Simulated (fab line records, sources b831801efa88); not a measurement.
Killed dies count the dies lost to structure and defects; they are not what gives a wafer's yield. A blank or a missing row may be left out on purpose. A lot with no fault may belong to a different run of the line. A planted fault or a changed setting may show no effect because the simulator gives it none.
Chamber matching || flow sky130 || SKY_VIA4_CMP_02 on cmp-01: 4 sister chambers
The step polishes SiO2. 4 wafers are shown with their chamber, then 10 later ones without.

WAFERS WITH THEIR CHAMBER
{"wafer": "L514.4", "chamber": 0, "motor current A (A)": 10.5}
{"wafer": "L514.5", "chamber": 2, "motor current A (A)": 12.6}
{"wafer": "L517.2", "chamber": 3, "motor current A (A)": 11.6}
{"wafer": "L517.3", "chamber": 1, "motor current A (A)": 12.1}

WAFERS WITH NO CHAMBER GIVEN
{"wafer": "L517.6", "motor current A (A)": 12.0}
{"wafer": "L523.2", "motor current A (A)": 10.3}
{"wafer": "L523.3", "motor current A (A)": 12.6}
{"wafer": "L523.6", "motor current A (A)": 10.9}
{"wafer": "L527.2", "motor current A (A)": 10.5}
{"wafer": "L527.3", "motor current A (A)": 11.9}
{"wafer": "L527.5", "motor current A (A)": 12.9}
{"wafer": "L528.2", "motor current A (A)": 10.9}
{"wafer": "L528.5", "motor current A (A)": 11.4}
{"wafer": "L528.6", "motor current A (A)": 13.5}

WHICH CHAMBER EACH WENT THROUGH
{"wafer": "L517.6", "from the rows above": "can't be placed: 1 or 3 or 2", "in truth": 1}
{"wafer": "L523.2", "from the rows above": 0, "in truth": 0}
{"wafer": "L523.3", "from the rows above": "can't be placed: 2 or 1", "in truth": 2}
{"wafer": "L523.6", "from the rows above": "can't be placed: 0 or 3", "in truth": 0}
{"wafer": "L527.2", "from the rows above": 0, "in truth": 0}
{"wafer": "L527.3", "from the rows above": "can't be placed: 1 or 3 or 2", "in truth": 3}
{"wafer": "L527.5", "from the rows above": "can't be placed: 2 or 1", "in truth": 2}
{"wafer": "L528.2", "from the rows above": "can't be placed: 0 or 3", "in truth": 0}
{"wafer": "L528.5", "from the rows above": "can't be placed: 3 or 1 or 0", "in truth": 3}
{"wafer": "L528.6", "from the rows above": "can't be placed: 2 or 1", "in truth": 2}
2 of 10 placed correctly. Unplaceable from these rows: 8, with the true chamber sitting among the candidates in 8. Number placed wrongly: 0.
How it was worked out, from the rows above alone: a wafer's distance from a chamber is the root of the sum, over the readings, of the square of ((its reading less the chamber's mean) divided by the reading's scatter). If the next closest chamber is less than 2 further off than the closest, the wafer can't be placed; otherwise it belongs to the closest. The mean given for a chamber averages the wafers shown for that chamber. The scatter: root of mean squared gap, hidden wafer to nearest shown wafer, with one shown wafer a chamber.
